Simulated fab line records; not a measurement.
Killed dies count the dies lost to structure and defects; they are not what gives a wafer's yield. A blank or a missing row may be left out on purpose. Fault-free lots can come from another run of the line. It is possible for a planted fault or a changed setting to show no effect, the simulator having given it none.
Code-filled problem report in 8D (eight disciplines) form    flow gf180mcu    the parts of the form that need people (team, actions taken, sign-off) are left out

== 1. PROBLEM STATEMENT ==
Wafers without a fault read 12.62 s with a standard deviation of 0.036, while strip-time-to-endpoint-s at GF_HV_LDD_STRIP_37 averages 12.29 s across 2 wafers of 1 lot. That puts it -9.3 standard deviations away from the usual mean.
The step: strips in O2/N2.
First seen on wafer L790.5, day 16 10:56, on plasma-asher-03. The record has a number at this step for 39 wafers belonging to 13 lots. Rule for "out", or "out of limits": more than 4 standard deviations from the usual mean. The other wafers with a number count as sound.

== 2. WHAT IT IS; WHAT IT IS NOT ==
question                     is                        is not
which readings at this step  strip-time-to-endpoint-s  drypump-motor-current-A, heater-power-w, oes-product-au
which lots                   L790                      L775, L776, L777, L778, L779, L780, L781, L782, L785, L787, L788, L791
which wafers of those lots   L790.5, L790.6            L790.1
read on which tools          plasma-asher-03           plasma-asher-01, plasma-asher-02
when                         from day 16 10:56         up to then (34 sound wafers); but 3 sound wafers of L791 came after

== 3. WHAT RULES OUT EACH SUSPECT ==
Counting: a tool at a process step up to the reading stays a suspect if it ran every lot that is out. Sound lots after the first of them don't rule it out here, since some wafers of a struck lot are sound.
- plasma-asher-01 at GF_VT_IMPLANT_STRIP_31 (strips in O2/N2): kept. It ran the lot that is out, L790 (day 10 22:34).
- litho-track-01 at GF_HV_LDD_COAT_26 (resist thk 1000 nm): kept. It processed L790, the lot that is out, at day 15 22:47, and its most recent sound lot before then was L788 at day 15 04:35.
- plasma-asher-03 at GF_HV_LDD_STRIP_37 (strips in O2/N2): kept. It processed L790, the lot that is out, at day 16 10:56, and its most recent sound lot before then was L778 at day 12 19:47. On those wafers its own readings are out: strip-time-to-endpoint-s.
plasma-asher-01 at GF_VT_IMPLANT_STRIP_31, litho-track-01 at GF_HV_LDD_COAT_26 and plasma-asher-03 at GF_HV_LDD_STRIP_37 are what is left after counting.

== 4. THE CAUSE (what the simulator had put in) ==
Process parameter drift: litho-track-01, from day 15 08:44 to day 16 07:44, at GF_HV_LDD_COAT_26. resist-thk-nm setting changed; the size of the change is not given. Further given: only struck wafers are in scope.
Counting left 3 suspects, and this tool is among them.

== 5. THE EFFECT CHAIN, in route order ==
Rows list readings where the struck wafers' mean (over those with a number) sits beyond 3 standard deviations from the usual. Scope: only readings with a usual standard deviation given in the record; hours: median across lots of the time from each lot's start at the first step in this table that gives one to its start at this step; sigmas: change in usual standard deviations.
hours  step                reading                   usual    on struck wafers  change  sigmas
0      GF_HV_LDD_STRIP_37  strip-time-to-endpoint-s  12.62 s  12.29             -0.33   -9.3
It contains these process steps:
- GF_HV_LDD_STRIP_37: strips in O2/N2.

== 6. WHAT WOULD HAVE CAUGHT IT SOONER ==
In this record no reading fell out of limits until day 16 10:56, 26 hours after the fault had begun at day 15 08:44.
Lots out: 1; all had begun GF_HV_LDD_COAT_26 on litho-track-01 by day 16 10:56. None of them would have been spared by holding the tool at that moment.
